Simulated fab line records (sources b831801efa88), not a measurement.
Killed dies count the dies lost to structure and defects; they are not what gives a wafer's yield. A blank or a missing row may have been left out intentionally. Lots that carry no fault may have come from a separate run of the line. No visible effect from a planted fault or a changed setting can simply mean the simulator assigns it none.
fab line records | flow sky130
record lots=11 | wafers=33 | last_day=50
route steps=708 shown CONTACT@423 METAL1@453 VIA1@458 PAD_OPEN@708
lots that met no fault: taken from a fault-free run of the same line
start_h: hours from the record's first day to the start of the lot's first wafer shown | wait_h: hours from the lot's prior step to this one | " same as the row above | L1.1+2: a row that stands for several wafers | - no value, or no start given | * or withheld: withheld | < > ~ a bound
route shown NAME@n: NAME is a module with steps in the file, n the number in the route of the first one | usual: mean and standard deviation over wafers with no fault | same: alike in all rows | chamber/n: place in a boat | sites: each site's reading | _std_site: how widely they spread, as a standard deviation | _edge_site: inner sites' mean taken away from outer sites' mean | radius_mm: for every site, how far away it sits from the centre of the wafer | mask NAME#n: copy n | behind: tool/chamber where the wafer was last shaped | hold: cause of the lot's hold/its duration in hours/its outcome | device: whichever transistor did not switch (one of n, p or np) | end of line: at the end of the route, the tests of the same wafers | a step with no rows: only its recipe | killed: at the first sort, the dies lost to defects and structure; wafer yield is something else | map: shows each die of a wafer: x if killed, . if not, _ if none is there
set.NAME: the run value of the setting; set.NAME@STEP: its run value at that earlier step | model.NAME: the simulator's own value behind a step, which no gauge read
the route's steps for a sample of lots (tables are steps, rows are wafers)
services: the hour from which a tool's chamber was out of use, counted from the record's first day as start_h (under 0 if before that day), plus the number of hours and why
## steps
# step SKY_CONTACT_ETCH_17
# recipe target=SiO2 | chemistry=C4F8/O2/Ar | stop_on=Si3N4 | mask_material=KrF-thick | source_w=1500 | bias_w=1200 | pressure_mtorr=40 | c4f8_flow_sccm=withheld | O2_flow_sccm=6 | Ar_flow_sccm=300 | time_s=withheld | target_depth_a=3400
# usual oes_product_au=0.893/0.0044
lot.wafer | tool        | chamber | start_h | wait_h | oes_product_au
L186.2    | rie_diel-04 | 3       | 741.12  | 0.0    | 0.892
L186.4    | "           | 1       | "       | "      | 0.892
L186.5    | "           | 0       | "       | "      | 0.889
L187.2    | rie_diel-03 | 3       | 755.80  | 0.0    | 0.897
L187.4    | "           | 1       | "       | "      | 0.889
L187.6    | "           | 2       | "       | "      | 0.895
L190.1    | rie_diel-01 | 2       | 789.80  | 0.0    | 0.899
L190.5    | "           | 3       | "       | "      | 0.895
L190.6    | "           | 2       | "       | "      | 0.892
L191.2    | rie_diel-01 | 0       | 799.10  | 0.0    | 0.890
L191.3    | "           | 1       | "       | "      | 0.891
L191.5    | "           | 3       | "       | "      | 0.894
L193.1    | rie_diel-01 | 0       | 805.05  | 0.0    | 0.887
L193.5    | "           | 0       | "       | "      | 0.886
L193.6    | "           | 3       | "       | "      | 0.890
L192.1    | rie_diel-04 | 0       | 805.70  | 0.0    | 0.901
L192.2    | "           | 2       | "       | "      | 0.898
L192.5    | "           | 1       | "       | "      | 0.895
L202.4    | rie_diel-04 | 0       | 875.02  | 0.0    | 0.899
L202.5    | "           | 3       | "       | "      | 0.897
L202.6    | "           | 1       | "       | "      | 0.892
L204.1    | rie_diel-01 | 3       | 888.52  | 0.0    | 0.894
L204.2    | "           | 0       | "       | "      | 0.884
L204.6    | "           | 3       | "       | "      | 0.882
L203.3    | rie_diel-03 | 1       | 888.85  | 0.0    | 0.895
L203.5    | "           | 1       | "       | "      | 0.895
L203.6    | "           | 0       | "       | "      | 0.891
L205.2    | rie_diel-01 | 3       | 907.50  | 0.0    | 0.887
L205.4    | "           | 2       | "       | "      | 0.891
L205.5    | "           | 1       | "       | "      | 0.892
L207.3    | rie_diel-01 | 3       | 909.05  | 0.0    | 0.896
L207.5    | "           | 1       | "       | "      | 0.893
L207.6    | "           | 3       | "       | "      | 0.888
# step SKY_METAL1_METAL_ETCH_19
# recipe target_depth_a=3600 | stop_on=SiO2 | over_etch_frac=0.3 | time_s=78 | chemistry=Cl2/BCl3 | resist_sidewall_deg=88 | pressure_mtorr=10 | icp_w=900 | bias_w=48.5 | Cl2_flow_sccm=60 | bcl3_flow_sccm=30
# usual drypump_motor_current_A=5.9/0.34 | he_backside_leak_sccm=3.37/0.27 | mfc_cl2_sccm=59.98/0.19 | oes_product_au=0.854/0.0052 | throttle_valve_pct=22.264/0.0092
lot.wafer | tool         | chamber | start_h | wait_h | drypump_motor_current_A | he_backside_leak_sccm | mfc_cl2_sccm | oes_product_au | rf_hours_counter_h | throttle_valve_pct
L186.2    | rie_metal-01 | 0       | 770.31  | 0.0    | 5.2                     | 3.52                  | 59.84        | 0.870          | 5                  | 22.260
L186.4    | "            | 1       | "       | "      | 6.0                     | 3.46                  | 59.84        | 0.856          | -                  | 22.264
L186.5    | "            | 1       | "       | "      | 6.0                     | 3.48                  | 59.72        | 0.858          | -                  | 22.265
L187.2    | rie_metal-02 | 1       | 784.96  | 0.0    | 6.0                     | 3.18                  | 59.37        | 0.862          | 0                  | 22.265
L187.4    | "            | 0       | "       | "      | 5.5                     | 3.31                  | 60.37        | 0.853          | -                  | 22.242
L187.6    | "            | 1       | "       | "      | 6.1                     | 2.99                  | 59.50        | 0.854          | -                  | 22.263
L190.1    | rie_metal-02 | 1       | 817.70  | 0.1    | 6.1                     | 3.46                  | 59.70        | 0.861          | 2                  | 22.278
L190.5    | "            | 1       | "       | "      | 6.1                     | 3.18                  | 60.28        | 0.849          | -                  | 22.276
L190.6    | "            | 1       | "       | "      | 6.0                     | 3.62                  | 60.20        | 0.854          | -                  | 22.278
L191.2    | rie_metal-02 | 0       | 827.18  | 0.0    | 5.5                     | 3.32                  | 60.04        | 0.853          | 6                  | 22.261
L191.3    | "            | 0       | "       | "      | 5.6                     | 3.51                  | 60.04        | 0.860          | -                  | 22.257
L191.5    | "            | 0       | "       | "      | 5.5                     | 3.51                  | 60.01        | 0.864          | -                  | 22.276
L193.1    | rie_metal-02 | 0       | 834.18  | 0.0    | 5.5                     | 3.28                  | 60.33        | 0.856          | 6                  | 22.260
L193.5    | "            | 1       | "       | "      | 6.1                     | 3.37                  | 60.26        | 0.853          | -                  | 22.264
L193.6    | "            | 0       | "       | "      | 5.5                     | 3.41                  | 60.38        | 0.853          | -                  | 22.258
L192.1    | rie_metal-01 | 1       | 834.39  | 0.0    | 6.0                     | 3.56                  | 59.56        | 0.849          | 11                 | 22.255
L192.2    | "            | 0       | "       | "      | 5.2                     | 3.60                  | 59.84        | 0.854          | 7                  | 22.245
L192.5    | "            | 0       | "       | "      | 5.2                     | 3.49                  | 60.08        | 0.853          | -                  | 22.266
L202.4    | rie_metal-02 | 1       | 901.81  | 0.1    | 6.1                     | 3.27                  | 59.88        | 0.848          | -                  | 22.263
L202.5    | "            | 0       | "       | "      | 5.4                     | 3.33                  | 59.95        | 0.847          | -                  | 22.271
L202.6    | "            | 1       | "       | "      | 6.1                     | 3.08                  | 59.86        | 0.851          | -                  | 22.269
L204.1    | rie_metal-04 | 0       | 915.74  | 0.0    | 5.9                     | 3.12                  | 60.14        | 0.840          | 2                  | 22.274
L204.2    | "            | 1       | "       | "      | 6.3                     | 3.26                  | 59.85        | 0.850          | 5                  | 22.261
L204.6    | "            | 0       | "       | "      | 5.9                     | 3.08                  | 59.92        | 0.844          | -                  | 22.261
L203.3    | rie_metal-02 | 1       | 916.12  | 0.1    | 6.1                     | 3.33                  | 59.86        | 0.856          | -                  | 22.256
L203.5    | "            | 0       | "       | "      | 5.5                     | 3.63                  | 59.80        | 0.857          | -                  | 22.266
L203.6    | "            | 1       | "       | "      | 6.1                     | 2.96                  | 59.95        | 0.856          | -                  | 22.265
L205.2    | rie_metal-02 | 1       | 933.76  | 0.0    | 6.1                     | 3.46                  | 59.98        | 0.848          | 7                  | 22.257
L205.4    | "            | 0       | "       | "      | 5.5                     | 3.39                  | 60.12        | 0.858          | -                  | 22.272
L205.5    | "            | 1       | "       | "      | 6.1                     | 3.48                  | 60.09        | 0.855          | -                  | 22.241
L207.3    | rie_metal-01 | 1       | 935.27  | 0.1    | 6.0                     | 3.34                  | 60.03        | 0.858          | -                  | 22.264
L207.5    | "            | 1       | "       | "      | 6.0                     | 3.37                  | 59.94        | 0.850          | -                  | 22.253
L207.6    | "            | 0       | "       | "      | 5.2                     | 3.76                  | 60.02        | 0.851          | -                  | 22.261
# step SKY_VIA1_HDPCVD_00
# recipe material=SiO2 | target_thk_nm=1030 | sigma_open_frac=0.3 | time_s=171.7 | temp_c=400 | sih4_flow_sccm=60 | pressure_mtorr=6
# usual run_length_s=199.5/0.64
lot.wafer | tool      | chamber | start_h | wait_h | run_length_s
L186.2    | hdpcvd-02 | 1       | 771.00  | 0.0    | 199.3
L186.4    | "         | 2       | "       | "      | 198.7
L186.5    | "         | 1       | "       | "      | 199.2
L187.2    | hdpcvd-01 | 1       | 785.65  | 0.0    | 199.0
L187.4    | "         | 1       | "       | "      | 199.4
L187.6    | "         | 0       | "       | "      | 200.1
L190.1    | hdpcvd-02 | 0       | 818.47  | 0.0    | 200.1
L190.5    | "         | 0       | "       | "      | 199.7
L190.6    | "         | 2       | "       | "      | 199.2
L191.2    | hdpcvd-02 | 2       | 827.90  | 0.0    | 198.5
L191.3    | "         | 1       | "       | "      | 199.4
L191.5    | "         | 2       | "       | "      | 198.6
L193.1    | hdpcvd-01 | 1       | 834.86  | 0.0    | 199.0
L193.5    | "         | 2       | "       | "      | 200.2
L193.6    | "         | 1       | "       | "      | 198.7
L192.1    | hdpcvd-02 | 0       | 835.08  | 0.0    | 199.6
L192.2    | "         | 2       | "       | "      | 198.5
L192.5    | "         | 2       | "       | "      | 198.7
L202.4    | hdpcvd-02 | 2       | 902.52  | 0.1    | 190.3
L202.5    | "         | 0       | "       | "      | 191.7
L202.6    | "         | 1       | "       | "      | 190.5
L204.1    | hdpcvd-01 | 0       | 916.42  | 0.0    | 200.8
L204.2    | "         | 2       | "       | "      | 200.5
L204.6    | "         | 2       | "       | "      | 200.9
L203.3    | hdpcvd-02 | 2       | 916.77  | 0.0    | 190.6
L203.5    | "         | 1       | "       | "      | 191.1
L203.6    | "         | 2       | "       | "      | 190.1
L205.2    | hdpcvd-01 | 0       | 934.57  | 0.0    | 199.8
L205.4    | "         | 0       | "       | "      | 199.8
L205.5    | "         | 2       | "       | "      | 199.9
L207.3    | hdpcvd-01 | 2       | 936.02  | 0.0    | 200.2
L207.5    | "         | 0       | "       | "      | 200.0
L207.6    | "         | 1       | "       | "      | 199.0
# step SKY_VIA1_THK_MEAS_01
# recipe reads=SiO2_of_VIA1_HDPCVD_00
# usual VIA1_HDPCVD_THK=1031/9.9
lot.wafer | tool          | chamber | start_h | wait_h | VIA1_HDPCVD_THK[nm]
L186.2    | film_metro-03 | -       | 771.12  | 0.1    | 1037
L186.4    | "             | -       | "       | "      | 1061
L186.5    | "             | -       | "       | "      | 1028
L187.2    | film_metro-03 | -       | 785.77  | 0.1    | 1035
L187.4    | "             | -       | "       | "      | 1036
L187.6    | "             | -       | "       | "      | 1039
L190.1    | film_metro-01 | -       | 818.59  | 0.1    | 1027
L190.5    | "             | -       | "       | "      | 1021
L190.6    | "             | -       | "       | "      | 1043
L191.2    | film_metro-04 | -       | 828.02  | 0.1    | 1025
L191.3    | "             | -       | "       | "      | 1035
L191.5    | "             | -       | "       | "      | 1035
L193.1    | film_metro-01 | -       | 834.98  | 0.1    | 1032
L193.5    | "             | -       | "       | "      | 1032
L193.6    | "             | -       | "       | "      | 1028
L192.1    | film_metro-04 | -       | 835.19  | 0.1    | 1018
L192.2    | "             | -       | "       | "      | 1030
L192.5    | "             | -       | "       | "      | 1030
L202.4    | film_metro-04 | -       | 902.60  | 0.0    | 980
L202.5    | "             | -       | "       | "      | 982
L202.6    | "             | -       | "       | "      | 989
L204.1    | film_metro-03 | -       | 916.53  | 0.1    | 1032
L204.2    | "             | -       | "       | "      | 1029
L204.6    | "             | -       | "       | "      | 1033
L203.3    | film_metro-04 | -       | 916.90  | 0.1    | 987
L203.5    | "             | -       | "       | "      | 974
L203.6    | "             | -       | "       | "      | 980
L205.2    | film_metro-04 | -       | 934.69  | 0.1    | 1022
L205.4    | "             | -       | "       | "      | 1016
L205.5    | "             | -       | "       | "      | 1036
L207.3    | film_metro-04 | -       | 936.15  | 0.1    | 1032
L207.5    | "             | -       | "       | "      | 1028
L207.6    | "             | -       | "       | "      | 1027
# step SKY_VIA1_OVL_MEAS_13
# usual VIA1_OVL=1/5.5
lot.wafer | tool       | chamber | start_h | wait_h | VIA1_OVL[nm]
L186.2    | overlay-02 | -       | 798.05  | 0.1    | -2
L186.4    | "          | -       | "       | "      | -6
L186.5    | "          | -       | "       | "      | -4
L187.2    | overlay-01 | -       | 812.10  | 0.1    | 7
L187.4    | "          | -       | "       | "      | 1
L187.6    | "          | -       | "       | "      | 5
L190.1    | overlay-02 | -       | 845.17  | 0.1    | -3
L190.5    | "          | -       | "       | "      | 2
L190.6    | "          | -       | "       | "      | 3
L191.2    | overlay-01 | -       | 855.46  | 0.1    | -7
L191.3    | "          | -       | "       | "      | -5
L191.5    | "          | -       | "       | "      | -10
L193.1    | overlay-01 | -       | 861.72  | 0.1    | 7
L193.5    | "          | -       | "       | "      | 6
L193.6    | "          | -       | "       | "      | 9
L192.1    | overlay-02 | -       | 862.06  | 0.1    | -6
L192.2    | "          | -       | "       | "      | 2
L192.5    | "          | -       | "       | "      | -6
L202.4    | overlay-02 | -       | 927.83  | 0.1    | -1
L202.5    | "          | -       | "       | "      | -11
L202.6    | "          | -       | "       | "      | 0
L204.1    | overlay-01 | -       | 940.97  | 0.1    | -2
L204.2    | "          | -       | "       | "      | -7
L204.6    | "          | -       | "       | "      | 0
L203.3    | overlay-01 | -       | 941.91  | 0.1    | -3
L203.5    | "          | -       | "       | "      | -2
L203.6    | "          | -       | "       | "      | 2
L205.2    | overlay-01 | -       | 958.96  | 0.1    | -6
L205.4    | "          | -       | "       | "      | 1
L205.5    | "          | -       | "       | "      | -3
L207.3    | overlay-02 | -       | 960.87  | 0.1    | 6
L207.5    | "          | -       | "       | "      | 6
L207.6    | "          | -       | "       | "      | -10
# step SKY_PAD_OPEN_PROBE_99
# usual defect_limited_yield=82.9/2 | killed_at_M0_to_M3=42/7.4 | killed_at_M4_up=3.3/2.1 | killed_at_contacts=24/5.3 | killed_at_front_end=15/4.5 | killed_at_other=0.3/0.57 | killed_dies=84/10 | killed_open=46/7.5 | killed_short=38/6.4 | sort_bin_3_pad_short=0.9/0.44 | sort_bin_5_function=10.2/1.5 | sort_bin_6_memory=6.0/1.1 | sort_n_pass=408/10 | sort_yield_pct=82.9/2
# same gross_dies=492 | killed_at_back_side=0 | sort_bin_4_leakage[%]=0 | sort_bin_8_speed[%]=0
lot.wafer | tool      | chamber | start_h | wait_h | defect_limited_yield[%] | killed_at_M0_to_M3 | killed_at_M4_up | killed_at_contacts | killed_at_front_end | killed_at_other | killed_dies | killed_open | killed_short | sort_bin_3_pad_short[%] | sort_bin_5_function[%] | sort_bin_6_memory[%] | sort_n_pass | sort_yield_pct[%]
L187.2    | prober-01 | -       | 1091.30 | 0.1    | 81.7                    | 45                 | 0               | 26                 | 18                  | 1               | 90          | 48          | 42           | 2.0                     | 9.1                    | 7.1                  | 402         | 81.7
L187.4    | prober-01 | -       | 1091.40 | 0.2    | 82.5                    | 46                 | 5               | 20                 | 15                  | 0               | 86          | 44          | 40           | 0.6                     | 10.6                   | 6.3                  | 406         | 82.5
L187.6    | prober-01 | -       | 1091.50 | 0.2    | 80.7                    | 55                 | 5               | 20                 | 15                  | 0               | 95          | 59          | 36           | 0.8                     | 10.8                   | 7.7                  | 397         | 80.7
L190.1    | prober-02 | -       | 1115.03 | 0.1    | 87.0                    | 27                 | 1               | 22                 | 14                  | 0               | 64          | 43          | 21           | 0                       | 7.9                    | 5.1                  | 428         | 87.0
L190.5    | prober-02 | -       | 1115.23 | 0.2    | 84.3                    | 36                 | 1               | 19                 | 21                  | 0               | 77          | 39          | 36           | 1.0                     | 10.0                   | 4.7                  | 415         | 84.3
L190.6    | prober-02 | -       | 1115.28 | 0.2    | 82.1                    | 46                 | 2               | 21                 | 19                  | 0               | 88          | 58          | 30           | 0.8                     | 10.8                   | 6.3                  | 404         | 82.1
L191.2    | prober-01 | -       | 1123.70 | 0.1    | 79.7                    | 50                 | 5               | 28                 | 17                  | 0               | 100         | 55          | 45           | 0.6                     | 11.8                   | 7.9                  | 392         | 79.7
L191.3    | prober-01 | -       | 1123.75 | 0.2    | 82.7                    | 40                 | 4               | 26                 | 15                  | 0               | 85          | 51          | 34           | 1.4                     | 10.2                   | 5.7                  | 407         | 82.7
L191.5    | prober-01 | -       | 1123.85 | 0.2    | 80.7                    | 57                 | 3               | 19                 | 16                  | 0               | 95          | 51          | 44           | 1.2                     | 12.0                   | 6.1                  | 397         | 80.7
L192.1    | prober-01 | -       | 1129.93 | 0.1    | 78.0                    | 45                 | 6               | 38                 | 19                  | 0               | 108         | 53          | 55           | 1.6                     | 12.8                   | 7.5                  | 384         | 78.0
L192.2    | prober-01 | -       | 1129.98 | 0.1    | 83.5                    | 40                 | 9               | 20                 | 12                  | 0               | 81          | 41          | 40           | 0.6                     | 9.8                    | 6.1                  | 411         | 83.5
L192.5    | prober-01 | -       | 1130.13 | 0.2    | 84.8                    | 39                 | 2               | 23                 | 11                  | 0               | 75          | 44          | 31           | 0.6                     | 8.5                    | 6.1                  | 417         | 84.8
L204.1    | prober-01 | -       | 1183.78 | 0.1    | 84.6                    | 41                 | 2               | 22                 | 11                  | 0               | 76          | 35          | 41           | 2.0                     | 7.7                    | 5.7                  | 416         | 84.6
L204.2    | prober-01 | -       | 1183.83 | 0.1    | 80.3                    | 51                 | 3               | 31                 | 10                  | 2               | 97          | 49          | 48           | 1.6                     | 11.2                   | 6.9                  | 395         | 80.3
L204.6    | prober-01 | -       | 1184.03 | 0.2    | 83.5                    | 39                 | 3               | 23                 | 16                  | 0               | 81          | 38          | 43           | 0.4                     | 8.9                    | 7.1                  | 411         | 83.5
L203.3    | prober-01 | -       | 1185.76 | 0.2    | 81.9                    | 50                 | 1               | 23                 | 15                  | 0               | 89          | 49          | 40           | 1.8                     | 9.1                    | 7.1                  | 403         | 81.9
L203.5    | prober-01 | -       | 1185.86 | 0.2    | 86.0                    | 34                 | 2               | 15                 | 18                  | 0               | 69          | 32          | 37           | 0.8                     | 8.1                    | 5.1                  | 423         | 86.0
L203.6    | prober-01 | -       | 1185.91 | 0.2    | 84.8                    | 37                 | 3               | 18                 | 17                  | 0               | 75          | 43          | 32           | 1.0                     | 8.5                    | 5.7                  | 417         | 84.8
L207.3    | prober-02 | -       | 1199.15 | 0.2    | 87.0                    | 23                 | 6               | 19                 | 16                  | 0               | 64          | 35          | 29           | 0.4                     | 8.3                    | 4.3                  | 428         | 87.0
L207.5    | prober-02 | -       | 1199.25 | 0.2    | 81.9                    | 45                 | 6               | 23                 | 15                  | 0               | 89          | 44          | 45           | 1.0                     | 10.8                   | 6.3                  | 403         | 81.9
L207.6    | prober-02 | -       | 1199.30 | 0.2    | 77.2                    | 59                 | 1               | 33                 | 19                  | 0               | 112         | 71          | 41           | 0.6                     | 14.6                   | 7.5                  | 380         | 77.2
# killed by level:class
L187.2 VIA2:geometric_particle:open=12 VIA1:geometric_particle:open=9 CONTACT:geometric_particle:open=9 CONTACT:geometric_particle:short=7 METAL2:geometric_particle:short=6 LOCAL_INTERCONNECT:geometric_particle:short=5 FIELD_ISO:geometric_particle:open=4 POLY_GATE:geometric_particle:short=4
L187.4 VIA1:geometric_particle:open=12 VIA2:geometric_particle:open=6 CONTACT:geometric_particle:open=5 LI_CONTACT:geometric_particle:short=4 LOCAL_INTERCONNECT:geometric_particle:short=4 METAL1:geometric_particle:open=4 CONTACT:geometric_particle:short=4 METAL1:geometric_particle:short=4
L187.6 VIA1:geometric_particle:open=15 VIA2:geometric_particle:open=10 CONTACT:geometric_particle:open=8 METAL2:geometric_particle:short=6 LI_CONTACT:geometric_particle:open=5 VIA1:geometric_particle:short=5 VIA3:geometric_particle:open=5 VIA3:geometric_particle:short=4
L190.1 VIA1:geometric_particle:open=8 CONTACT:geometric_particle:open=7 LI_CONTACT:geometric_particle:open=6 VIA2:geometric_particle:open=6 VIA3:geometric_particle:open=6 POLY_GATE:geometric_particle:short=5 POLY_GATE:geometric_particle:open=4 FIELD_ISO:geometric_particle:short=3
L190.5 VIA2:geometric_particle:open=9 CONTACT:geometric_particle:open=9 VIA1:geometric_particle:open=8 FIELD_ISO:geometric_particle:short=5 POLY_GATE:geometric_particle:short=5 METAL3:geometric_particle:short=5 FIELD_ISO:geometric_particle:open=4 METAL2:geometric_particle:short=4
L190.6 VIA1:geometric_particle:open=14 VIA3:geometric_particle:open=9 FIELD_ISO:geometric_particle:open=8 LI_CONTACT:geometric_particle:open=7 CONTACT:geometric_particle:open=7 VIA3:geometric_particle:short=6 CONTACT:geometric_particle:short=5 METAL1:geometric_particle:short=4
L191.2 VIA1:geometric_particle:open=16 METAL2:geometric_particle:short=10 CONTACT:geometric_particle:open=10 LI_CONTACT:geometric_particle:open=9 METAL1:geometric_particle:short=5 METAL4:geometric_particle:short=5 POLY_GATE:geometric_particle:open=4 POLY_GATE:geometric_particle:short=4
L191.3 VIA2:geometric_particle:open=9 CONTACT:geometric_particle:open=8 LI_CONTACT:geometric_particle:open=6 VIA3:geometric_particle:open=6 METAL1:geometric_particle:short=6 FIELD_ISO:geometric_particle:open=5 CONTACT:geometric_particle:short=4 LOCAL_INTERCONNECT:geometric_particle:short=4
L191.5 VIA1:geometric_particle:open=14 VIA2:geometric_particle:open=12 CONTACT:geometric_particle:open=7 VIA3:geometric_particle:open=6 FIELD_ISO:geometric_particle:open=5 LOCAL_INTERCONNECT:geometric_particle:short=5 METAL3:geometric_particle:short=5 VIA1:geometric_particle:short=4
L192.1 CONTACT:geometric_particle:open=17 VIA1:geometric_particle:open=11 METAL1:geometric_particle:short=10 CONTACT:geometric_particle:short=7 FIELD_ISO:geometric_particle:short=6 LOCAL_INTERCONNECT:geometric_particle:short=6 LI_CONTACT:geometric_particle:open=5 POLY_GATE:geometric_particle:short=4
L192.2 VIA1:geometric_particle:open=9 CONTACT:geometric_particle:open=9 METAL4:geometric_particle:short=6 VIA3:geometric_particle:open=6 FIELD_ISO:geometric_particle:short=5 METAL2:geometric_particle:short=5 VIA1:geometric_particle:short=5 LI_CONTACT:geometric_particle:open=4
L192.5 VIA1:geometric_particle:open=11 CONTACT:geometric_particle:open=9 VIA3:geometric_particle:open=8 LI_CONTACT:geometric_particle:open=6 CONTACT:geometric_particle:short=4 VIA2:geometric_particle:open=4 VIA1:geometric_particle:short=4 METAL3:geometric_particle:short=4
L204.1 CONTACT:geometric_particle:open=9 METAL2:geometric_particle:short=7 CONTACT:geometric_particle:short=6 VIA1:geometric_particle:open=6 VIA3:geometric_particle:open=6 METAL3:geometric_particle:short=6 FIELD_ISO:geometric_particle:short=5 LI_CONTACT:geometric_particle:open=5
L204.2 CONTACT:geometric_particle:open=11 VIA3:geometric_particle:open=9 VIA1:geometric_particle:open=8 METAL3:geometric_particle:short=8 LI_CONTACT:geometric_particle:open=7 LOCAL_INTERCONNECT:geometric_particle:short=6 CONTACT:geometric_particle:short=5 METAL1:geometric_particle:short=5
L204.6 LI_CONTACT:geometric_particle:open=7 FIELD_ISO:geometric_particle:open=6 VIA1:geometric_particle:open=6 METAL3:geometric_particle:short=6 CONTACT:geometric_particle:open=5 CONTACT:geometric_particle:short=5 VIA1:geometric_particle:short=5 METAL2:geometric_particle:short=5
L203.3 VIA1:geometric_particle:open=14 VIA2:geometric_particle:open=7 FIELD_ISO:geometric_particle:open=6 LI_CONTACT:geometric_particle:open=6 CONTACT:geometric_particle:open=6 METAL1:geometric_particle:short=6 VIA2:geometric_particle:short=6 METAL2:geometric_particle:short=5
L203.5 VIA1:geometric_particle:short=8 VIA1:geometric_particle:open=6 FIELD_ISO:geometric_particle:short=5 VIA3:geometric_particle:open=4 POLY_GATE:geometric_particle:short=4 CONTACT:geometric_particle:open=4 VIA2:geometric_particle:open=4 FIELD_ISO:geometric_particle:open=3
L203.6 VIA1:geometric_particle:open=12 CONTACT:geometric_particle:open=7 METAL3:geometric_particle:short=5 POLY_GATE:geometric_particle:open=5 VIA2:geometric_particle:open=5 LI_CONTACT:geometric_particle:open=4 METAL1:geometric_particle:short=4 VIA2:geometric_particle:short=4
L207.3 VIA2:geometric_particle:open=8 CONTACT:geometric_particle:open=7 POLY_GATE:geometric_particle:short=5 LI_CONTACT:geometric_particle:open=5 FIELD_ISO:geometric_particle:open=4 CONTACT:geometric_particle:short=4 VIA1:geometric_particle:open=4 METAL4:geometric_particle:short=4
L207.5 CONTACT:geometric_particle:open=9 METAL1:geometric_particle:short=7 VIA1:geometric_particle:short=7 POLY_GATE:geometric_particle:short=6 LI_CONTACT:geometric_particle:open=6 VIA1:geometric_particle:open=6 VIA2:geometric_particle:open=6 FIELD_ISO:geometric_particle:short=5
L207.6 CONTACT:geometric_particle:open=14 VIA2:geometric_particle:open=13 LI_CONTACT:geometric_particle:open=10 VIA1:geometric_particle:open=10 VIA3:geometric_particle:open=10 VIA1:geometric_particle:short=6 POLY_GATE:geometric_particle:short=5 SONOS_ONO:geometric_particle:short=4
## services
tool         | chamber | start_h | hours | kind
rie_metal-02 | 1       | 744.28  | -     | clean
rie_metal-02 | 1       | 744.28  | 29.5  | scheduled_down
rie_metal-02 | 1       | 744.28  | 29.5  | vent_cycle
rie_diel-04  | 2       | 754.34  | -     | clean
rie_diel-04  | 2       | 754.34  | 21.2  | scheduled_down
rie_diel-04  | 2       | 754.34  | 21.2  | vent_cycle
hdpcvd-02    | 1       | 778.30  | 13.5  | repair
rie_diel-03  | 2       | 781.66  | -     | clean
rie_diel-03  | 2       | 781.66  | 24.5  | scheduled_down
rie_diel-03  | 2       | 781.66  | 24.5  | vent_cycle
rie_diel-04  | 3       | 797.73  | 35.4  | repair
rie_metal-04 | 1       | 805.60  | -     | clean
rie_metal-04 | 1       | 805.60  | 18.9  | scheduled_down
rie_metal-04 | 1       | 805.60  | 18.9  | vent_cycle
rie_metal-02 | 0       | 807.00  | 17.4  | repair
rie_metal-01 | -       | 811.40  | 0.7   | repair
hdpcvd-01    | 2       | 843.11  | 5.8   | repair
rie_diel-01  | 3       | 868.54  | 1.3   | repair
rie_diel-04  | 2       | 873.18  | 4.5   | repair
rie_diel-04  | 2       | 885.43  | 29.3  | repair
rie_diel-04  | -       | 889.46  | 0.2   | repair
rie_diel-01  | -       | 901.37  | 0.5   | repair
rie_diel-01  | 0       | 901.42  | 11.7  | repair
hdpcvd-02    | -       | 925.95  | 2.8   | pm
## key
first_sign step=SKY_VIA1_HDPCVD_00 | reading=run_length_s | direction=down | sigmas=14 | usual=* | struck=*
effect step=SKY_VIA1_THK_MEAS_01 | reading=VIA1_HDPCVD_THK | direction=down | sigmas=4.9 | usual=1031 | struck=982
met_at SKY_VIA1_HDPCVD_00
struck_lots L202,L203
not_acting_at SKY_CONTACT_ETCH_17,SKY_METAL1_METAL_ETCH_19,SKY_VIA1_OVL_MEAS_13
onset_between 835.08 902.52
fault kind=process_parameter_drift | tool=hdpcvd-02 | chamber=- | onset_h=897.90 | steps=SKY_VIA1_HDPCVD_00 | channel=time_s | offset=* | shape=step | end_h=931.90 | acts_in=* | stated=*
